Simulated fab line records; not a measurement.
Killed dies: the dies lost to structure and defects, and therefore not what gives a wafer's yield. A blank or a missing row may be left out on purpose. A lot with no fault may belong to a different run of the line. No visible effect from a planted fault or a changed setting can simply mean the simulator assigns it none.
Struck lot and sound lot, side by side || flow sky130 || 19 steps out of a route of 708
Sound: these wafers, L324.3, L324.4, L324.5. Struck: wafers L335.1, L335.2 (left out: L335.3, a lot-mate that was not struck); the cause follows at the end.
At each step with rows: each side's tool, then ch and its chambers, then its first start. Under that, the readings that differ: sound wafers || struck wafers || difference of the means || sigmas: that difference in standard deviations of wafers without a fault.
alike: readings with means less than 2 such deviations apart, plus words and numbers identical on both sides. not compared: withheld readings, readings lacking a value on some wafer, bounds such as >300 that could conceal the same value, and numbers that have no deviation in the record and whose values overlap.
Wherever a step has rows on one side only, a row that says differs or no value, or a row with sigmas, the two part there. Numbers that don't overlap but have no deviation are shown without sigmas and don't part them. A reading that every wafer of one side lacks parts them only if that side has two wafers or more.

first, 2 steps without rows for these wafers: SKY_METAL2_CLEAN_23 (cleans in O3/DIW); SKY_VIA2_HDPCVD_00 (deposits SiO2, target thk 1180 nm, time 196.7 s).
SKY_VIA2_THK_MEAS_01:
  sound on film metro-03 at day 36 05:10; struck on film metro-01 at day 39 21:05
  alike: VIA2_HDPCVD_THK
SKY_VIA2_CMP_02: polishes SiO2.
  sound on cmp-02 ch 0,2, day 36 05:12; struck on cmp-02 ch 1,3, day 39 21:09
  alike: motor current A
SKY_VIA2_BOW_MEAS_03:
  sound on film metro-01 at day 36 05:32; struck on film metro-03 at day 39 21:27
  alike: VIA2_BOW
then, 7 steps without rows for these wafers: SKY_VIA2_DEHYDRATE_04 (time 60 s); SKY_VIA2_HMDS_05 (prime time 60 s); SKY_VIA2_COAT_06 (resist thk 60 nm); SKY_VIA2_COAT_07 (resist thk 450 nm); SKY_VIA2_SOFTBAKE_08 (time 90 s); SKY_VIA2_EXPOSE_09 (exposes mask VIM2, target cd 200 nm); SKY_VIA2_PEB_10.
SKY_VIA2_DEVELOP_11: develop time 60 s.
  sound on litho track-02 ch 0, day 37 07:00; struck on litho track-03 ch 0, day 40 20:00
SKY_VIA2_CD_MEAS_12: the cd target is 200 nm.
  sound on cd sem-02 at day 37 07:48; struck on cd sem-01 at day 40 21:07
{"reading": "cd nm (nm)", "sound": "202.0 201.3 201.7", "struck": "196.1 196.6", "difference": -5.3, "sigmas": -4}
  not compared: hold
SKY_VIA2_OVL_MEAS_13:
  sound on overlay-02 at day 37 07:54; struck on overlay-01 at day 40 21:14
  alike: VIA2_OVL
  not compared: hold
SKY_VIA2_ETCH_14: etches BARC in N2/H2, stops on SiO2, time 45.9 s, target depth 60 nm.
  sound on rie diel-03 ch 0,2, day 37 07:55; struck on rie diel-04 ch 0,2, day 40 21:16
{"reading": "model.VIA2.cd nm (nm)", "sound": "201.1 200.4 201.2", "struck": "196.5 196.7", "difference": -4.3, "sigmas": ""}
  alike: drypump motor current A, oes product au, throttle valve pct
  not compared: rf hours counter h
SKY_VIA2_ETCH_15: etches SiO2 in C4F8/O2/Ar, stops on TiN, target depth 546 nm, time 84 s.
  sound on rie diel-03 ch 0,2, day 37 07:58; struck on rie diel-04 ch 0,2, day 40 21:19
  alike: oes product au
  not compared: model.VIA2.cd nm
SKY_VIA2_STRIP_16: strips in O2/N2.
  sound on plasma asher-03 ch 0,1, day 37 08:04; struck on plasma asher-02 ch 0,1, day 40 21:22
{"reading": "rf hours counter h (h)", "sound": "- - -", "struck": "82 82", "difference": "no value on the sound wafers", "sigmas": ""}
  alike: drypump motor current A, oes product au, strip time to endpoint s
-- the record jumps here: 9 days lie between the struck wafers' starts before and after (it left off in module VIA2 and takes up again in module PAD_OPEN, whose first step shown is number 708 of the route) --
SKY_PAD_OPEN_PROBE_99:
  sound on prober-02 at day 46 17:10; struck on prober-01 at day 49 10:55
  alike: defect limited yield, killed_at_M0_to_M3, killed_at_M4_up, killed at contacts, killed at front end, killed at other, killed dies, killed open, killed short, sort_bin_3_pad_short, sort_bin_5_function, sort_bin_6_memory, sort n pass, sort yield pct
  not compared: model.etest.via2 chain.rc ohm

## WHERE THEY PART
Last at SKY_VIA2_STRIP_16 as far as this record goes, first at SKY_VIA2_CD_MEAS_12. Later steps at which nothing parts them and some readings are alike: SKY_PAD_OPEN_PROBE_99.

WHY: whatever the simulator had introduced
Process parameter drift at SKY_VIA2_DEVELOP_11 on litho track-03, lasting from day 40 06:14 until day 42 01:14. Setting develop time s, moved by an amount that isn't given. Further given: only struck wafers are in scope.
